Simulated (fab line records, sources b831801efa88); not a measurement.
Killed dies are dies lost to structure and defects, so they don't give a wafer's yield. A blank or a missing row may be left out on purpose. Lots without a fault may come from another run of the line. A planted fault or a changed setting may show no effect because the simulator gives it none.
Which tool did it? | flow sfq_line | 6 lots, 18 wafers sampled, at 1 step of a route of 325

WHAT THE GAUGES READ, wafer by wafer
SFQ_I0_BOW_MEAS_907.
lot  | measured     | on            | I0_BOW (um)
L686 | day 14 14:40 | film_metro-01 | 9 -2 -2
L689 | day 15 20:21 | film_metro-04 | 0 -7 1
L691 | day 16 07:58 | film_metro-01 | -1 -2 -5
L695 | day 17 16:12 | film_metro-04 | 7 -15 -6
L698 | day 19 04:23 | film_metro-02 | -4 4 4
L701 | day 19 22:37 | film_metro-01 | -2 6 8

WHICH TOOL RAN EACH LOT (tool, then ch and the chambers of the sampled wafers, then the start)
The record holds no process step before these readings.

THE ANSWER, worked out from the rows above alone
Rule: what is usual is taken from the lots themselves. Put in order of their means at a reading, lots are off if they are a third of the lots or fewer, leave a main group of 4 or more, and stand apart from it by a gap of 3 or more times the standard deviation of the main group's means; of several such gaps the widest counts. A main group whose means are all the same, to the digits that the tables above print for the reading, isn't used. A lot without any number at a reading at which 4 lots or more have one is off too. The other lots that the step has rows for count as sound.
No lot is off at any reading shown: from this, nothing can be told.

WHAT THE SIMULATOR HAD PUT IN
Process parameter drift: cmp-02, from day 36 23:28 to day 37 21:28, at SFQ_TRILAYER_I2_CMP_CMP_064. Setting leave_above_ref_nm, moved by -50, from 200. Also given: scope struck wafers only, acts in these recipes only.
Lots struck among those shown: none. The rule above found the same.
